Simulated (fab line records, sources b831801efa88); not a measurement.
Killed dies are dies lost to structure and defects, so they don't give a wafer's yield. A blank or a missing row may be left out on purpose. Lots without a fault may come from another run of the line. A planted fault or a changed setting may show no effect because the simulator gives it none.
A struck lot beside a sound one | flow sky130 | 20 steps out of a route of 708
Sound: wafers L869.2, L869.3, L869.4. Struck: wafers L872.1, L872.3, L872.6. The cause comes at the end.
At each step with rows: each side's tool, then ch and its chambers, then its first start. Under that, the readings that differ: sound wafers | struck wafers | difference of the means | sigmas: that difference in standard deviations of wafers without a fault.
alike: readings whose means differ by less than 2 such deviations, and words and numbers that are the same on both sides. not compared: withheld readings, readings that some wafer has no value for, bounds like >300 that may hide the same value, and numbers for which the record gives no deviation and whose values overlap.
The two part at a step that has a row with sigmas, a row that says differs or no value, or rows on one side only. Numbers that don't overlap but have no deviation are shown without sigmas and don't part them. A reading that every wafer of one side lacks parts them only if that side has two wafers or more.

first, 1 step without rows for these wafers: SKY_NWELL_IMPLANT_24.
SKY_NWELL_STRIP_25: strips in O2/N2.
  sound on plasma_asher-03 ch 0,1, day 5 21:33; struck on plasma_asher-03 ch 0,1, day 6 16:17
  alike: drypump_motor_current_A, oes_product_au, strip_time_to_endpoint_s
  not compared: rf_hours_counter_h
SKY_NWELL_TW_MEAS_26:
  sound on film_metro-02, day 5 21:40; struck on film_metro-02, day 6 16:23
  alike: NWELL_2_TW
then, 1 step without rows for these wafers: SKY_NWELL_CLEAN_27 (cleans in SC1/SC2, time 150 s).
SKY_NWELL_RTA_28: time 30 s.
  sound on rtp_anneal-01 ch 0, day 5 21:47; struck on rtp_anneal-02 ch 0, day 6 16:30
  alike: lamp_power_pct, wafer_temp_C_max
SKY_NWELL_RS_MEAS_29: measures by four-point-probe.
  sound on film_metro-03, day 5 21:53; struck on film_metro-02, day 6 16:36
  alike: NWELL_RS
SKY_NWELL_RS_MEAS_31: measures by four-point-probe.
  sound on film_metro-03, day 5 22:07; struck on film_metro-02, day 6 16:50
  alike: PWDE_RS
then, 4 steps without rows for these wafers: SKY_VT_ADJUST_HVTP_DEHYDRATE_00 (time 60 s); SKY_VT_ADJUST_HVTP_HMDS_01 (prime time 60 s); SKY_VT_ADJUST_HVTP_COAT_02 (resist thk 1140 nm); SKY_VT_ADJUST_HVTP_SOFTBAKE_03 (time 60 s).
SKY_VT_ADJUST_HVTP_EXPOSE_04: exposes mask HVTPM, target cd 380 nm.
  sound on iline_stepper-02 ch 0, day 6 07:27; struck on iline_stepper-01 ch 0, day 7 02:46
  reading | sound                   | struck                                             | difference | sigmas
  mask    | HVTPM#0 HVTPM#0 HVTPM#0 | NWM_COMPLEMENT#0 NWM_COMPLEMENT#0 NWM_COMPLEMENT#0 | differs    |
  alike: reticle_temp_C
then, 2 steps without rows for these wafers: SKY_VT_ADJUST_HVTP_PEB_05; SKY_VT_ADJUST_HVTP_DEVELOP_06 (develop time 61.94 s).
SKY_VT_ADJUST_HVTP_CD_MEAS_07: target cd 380 nm.
  sound on cd_sem-02, day 6 16:54; struck on cd_sem-01, day 7 12:32
  reading    | sound             | struck | difference                    | sigmas
  cd_nm (nm) | 376.2 378.5 375.9 | - - -  | no value on the struck wafers |
SKY_VT_ADJUST_HVTP_OVL_MEAS_08:
  sound on overlay-02, day 6 17:01; struck on overlay-02, day 7 12:39
  reading                 | sound        | struck | difference                    | sigmas
  VT_ADJUST_HVTP_OVL (nm) | 0.6 -1.4 1.3 | - - -  | no value on the struck wafers |
then, 1 step without rows for these wafers: SKY_VT_ADJUST_HVTP_IMPLANT_09.
SKY_VT_ADJUST_HVTP_STRIP_10: strips in O2/N2.
  sound on plasma_asher-03 ch 0,1, day 6 17:11; struck on plasma_asher-04 ch 0,1, day 7 12:50
  alike: drypump_motor_current_A, oes_product_au, strip_time_to_endpoint_s
  not compared: rf_hours_counter_h
SKY_VT_ADJUST_HVTP_TW_MEAS_11:
  sound on film_metro-02, day 6 17:18; struck on film_metro-02, day 7 12:56
  reading           | sound          | struck   | difference | sigmas
  VT_ADJUST_HVTP_TW | 1348 1342 1358 | 30 30 30 | -1319      | -99 or more
then, 1 step without rows for these wafers: SKY_VT_ADJUST_LVTN_DEHYDRATE_00 (time 60 s).

WHERE THEY PART
First at SKY_VT_ADJUST_HVTP_EXPOSE_04; last, within this record, at SKY_VT_ADJUST_HVTP_TW_MEAS_11.

WHY: what the simulator had put in
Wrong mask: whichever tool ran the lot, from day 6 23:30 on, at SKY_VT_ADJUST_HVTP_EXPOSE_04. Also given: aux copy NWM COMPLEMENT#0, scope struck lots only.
